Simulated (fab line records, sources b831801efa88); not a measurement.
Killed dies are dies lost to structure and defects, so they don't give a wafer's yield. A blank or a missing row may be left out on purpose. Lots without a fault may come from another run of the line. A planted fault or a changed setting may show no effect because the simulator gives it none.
A struck lot beside a sound one | flow sky130 | 44 steps out of a route of 708
Sound: wafers L682.2, L682.3, L682.4. Struck: wafers L670.1, L670.4, L670.5. The cause comes at the end.
At each step with rows: each side's tool, then ch and its chambers, then its first start. Under that, the readings that differ: sound wafers | struck wafers | difference of the means | sigmas: that difference in standard deviations of wafers without a fault.
alike: readings whose means differ by less than 2 such deviations, and words and numbers that are the same on both sides. not compared: withheld readings, readings that some wafer has no value for, bounds like >300 that may hide the same value, and numbers for which the record gives no deviation and whose values overlap.
The two part at a step that has a row with sigmas, a row that says differs or no value, or rows on one side only. Numbers that don't overlap but have no deviation are shown without sigmas and don't part them. A reading that every wafer of one side lacks parts them only if that side has two wafers or more.

first, 3 steps without rows for these wafers: SKY_FIELD_ISO_CLEAN_20 (cleans in dHF, time 20 s); SKY_FIELD_ISO_WET_ETCH_21 (etches SiO2 in dHF, target depth 20 nm, time 400 s); SKY_FIELD_ISO_OXIDATION_22 (stabilise 600 s, purge 300 s, target thk 10 nm).
SKY_FIELD_ISO_THK_MEAS_23:
  sound on film_metro-04, day 6 16:08; struck on film_metro-01, day 4 07:14
  reading                         | sound           | struck            | difference | sigmas
  FIELD_ISO_OXIDATION_01_THK (nm) | 10.05 9.92 9.99 | 10.52 10.43 10.26 | +0.42      | +2
then, 1 step without rows for these wafers: SKY_FIELD_ISO_CVD_24 (deposits SiO2, target thk 595 nm, time 99.2 s).
SKY_FIELD_ISO_THK_MEAS_25:
  sound on film_metro-01, day 6 16:16; struck on film_metro-04, day 4 07:22
  alike: FIELD_ISO_CVD_24_THK
then, 1 step without rows for these wafers: SKY_FIELD_ISO_ANNEAL_26 (time 1800 s).
SKY_FIELD_ISO_CMP_27: polishes, stops on Si3N4, t overpolish 16 s, target thk 457.8 nm.
  sound on cmp-02 ch 0,2,3, day 6 17:49; struck on cmp-02 ch 0,2,3, day 4 10:11
  alike: motor_current_A, overpolish_run_s, time_to_endpoint_s
then, 4 steps without rows for these wafers: SKY_FIELD_ISO_WET_ETCH_28 (etches SiO2 in dHF, target depth 23.7 nm, time 47 s); SKY_FIELD_ISO_WET_ETCH_29 (etches Si3N4 in H3PO4, target depth 160 nm, time 1825 s); SKY_FIELD_ISO_WET_ETCH_30 (etches SiO2 in dHF, target depth 25 nm, time 50 s); SKY_NWELL_CLEAN_00 (cleans in SC1/SC2, time 150 s).
SKY_NWELL_OXIDATION_01: stabilise 600 s, purge 300 s, target thk 10 nm.
  sound on furnace-02 ch 0, day 6 18:44; struck on furnace-01 ch 0, day 4 14:04
  reading                   | sound          | struck         | difference | sigmas
  zone_power_bottom_pct (%) | 27.4 27.6 27.2 | 30.0 30.0 30.1 | +2.6       | +2
  alike: tube_center_temp_C_max
SKY_NWELL_THK_MEAS_02:
  sound on film_metro-01, day 6 20:08; struck on film_metro-02, day 4 15:27
  reading                  | sound           | struck            | difference | sigmas
  NWELL_OXIDATION_THK (nm) | 9.94 9.87 10.03 | 16.06 15.92 16.33 | +6.16      | +38
then, 8 steps without rows for these wafers: SKY_DNWELL_DEHYDRATE_00 (time 60 s); SKY_DNWELL_HMDS_01 (prime time 60 s); SKY_DNWELL_COAT_02 (resist thk 3000 nm); SKY_DNWELL_SOFTBAKE_03; SKY_DNWELL_EXPOSE_04 (exposes mask DNM, target cd 3000 nm); SKY_DNWELL_PEB_05; SKY_DNWELL_DEVELOP_06 (develop time 60 s); SKY_DNWELL_IMPLANT_07.
SKY_DNWELL_STRIP_08: strips in O2/N2.
  sound on plasma_asher-04 ch 0,1, day 7 16:32; struck on plasma_asher-04 ch 0,1, day 5 07:32
  reading                      | sound             | struck            | difference | sigmas
  strip_time_to_endpoint_s (s) | 36.96 36.97 37.00 | 36.78 36.79 36.74 | -0.21      | -2
  alike: drypump_motor_current_A, oes_product_au
  not compared: rf_hours_counter_h
SKY_DNWELL_TW_MEAS_09:
  sound on film_metro-03, day 7 16:39; struck on film_metro-03, day 5 07:38
  alike: DNWELL_TW
then, 7 steps without rows for these wafers: SKY_PWDE_DEHYDRATE_00 (time 60 s); SKY_PWDE_HMDS_01 (prime time 60 s); SKY_PWDE_COAT_02 (resist thk 3000 nm); SKY_PWDE_SOFTBAKE_03; SKY_PWDE_EXPOSE_04 (exposes mask PWDEM, target cd 840 nm); SKY_PWDE_PEB_05; SKY_PWDE_DEVELOP_06 (develop time 60 s).
SKY_PWDE_OVL_MEAS_07:
  sound on overlay-01, day 8 12:11; struck on overlay-02, day 6 02:11
  alike: PWDE_OVL
then, 1 step without rows for these wafers: SKY_PWDE_IMPLANT_08.
SKY_PWDE_STRIP_09: strips in O2/N2.
  sound on plasma_asher-01 ch 0,1, day 8 12:22; struck on plasma_asher-04 ch 0,1, day 6 02:22
  alike: drypump_motor_current_A, oes_product_au, strip_time_to_endpoint_s
  not compared: rf_hours_counter_h
SKY_PWDE_TW_MEAS_10:
  sound on film_metro-01, day 8 12:28; struck on film_metro-02, day 6 02:28
  alike: PWDE_TW
then, 7 steps without rows for these wafers: SKY_NWELL_DEHYDRATE_03 (time 60 s); SKY_NWELL_HMDS_04 (prime time 60 s); SKY_NWELL_COAT_05 (resist thk 3000 nm); SKY_NWELL_SOFTBAKE_06; SKY_NWELL_EXPOSE_07 (exposes mask NWM, target cd 840 nm); SKY_NWELL_PEB_08; SKY_NWELL_DEVELOP_09 (develop time 60 s).
SKY_NWELL_CLEAN_27: cleans in SC1/SC2, time 150 s.
  sound on wet_bench-04 ch 1, day 10 10:14; struck on wet_bench-04 ch 3, day 7 18:38
  reading                                      | sound             | struck           | difference | sigmas
  model.SiO2_of_NWELL_OXIDATION_01.thk_nm (nm) | 9.622 9.551 9.691 | 15.76 15.6 15.97 | +6.16      |
-- the record jumps here: 41 days lie between the struck wafers' starts before and after (it left off in module NWELL and takes up again in module PAD_OPEN, whose first step shown is number 708 of the route) --
SKY_PAD_OPEN_PROBE_99:
  sound on prober-01, day 50 16:20; struck on prober-01, day 48 20:50
  reading                                    | sound                         | struck                        | difference | sigmas
  model.etest.nfet_16v.r_on_ohm_um           | 1.406e+04 1.424e+04 1.418e+04 | 1.326e+04 1.331e+04 1.326e+04 | -8.833e+02 |
  model.etest.tip_p.rs_ohm_sq                | 6919 6895 6915                | 7139 7079 7140                | +210       |
  model.etest.pfet_01v8.r_on_ohm_um          | 2994 2937 3007                | 3085 3055 3151                | +118       |
  model.etest.pfet_g5v0d10v5.r_on_ohm_um     | 4722 4722 4779                | 4856 4789 4892                | +105       |
  model.etest.res_pwell_under_gate.rs_ohm_sq | 2276 2259 2265                | 2335 2331 2330                | +65        |
  model.etest.pfet_01v8_mvt.drive_ua_um      | 147.6 149.6 144.8             | 138.4 139.5 134.3             | -9.9       |
  model.etest.pfet_01v8.drive_ua_um          | 185.2 189.7 184.3             | 177 179.8 171.3               | -10        |
  alike: killed_at_M0_to_M3, killed_at_M4_up, killed_at_contacts, killed_at_front_end, killed_at_other, killed_dies, killed_open, killed_short
  not compared: model.etest.sonos_erased.drive_ua_um

WHERE THEY PART
First at SKY_FIELD_ISO_THK_MEAS_23; last, within this record, at SKY_DNWELL_STRIP_08. Later steps at which nothing parts them and some readings are alike: SKY_DNWELL_TW_MEAS_09, SKY_PWDE_OVL_MEAS_07, SKY_PWDE_STRIP_09, SKY_PWDE_TW_MEAS_10, SKY_PAD_OPEN_PROBE_99.

WHY: what the simulator had put in
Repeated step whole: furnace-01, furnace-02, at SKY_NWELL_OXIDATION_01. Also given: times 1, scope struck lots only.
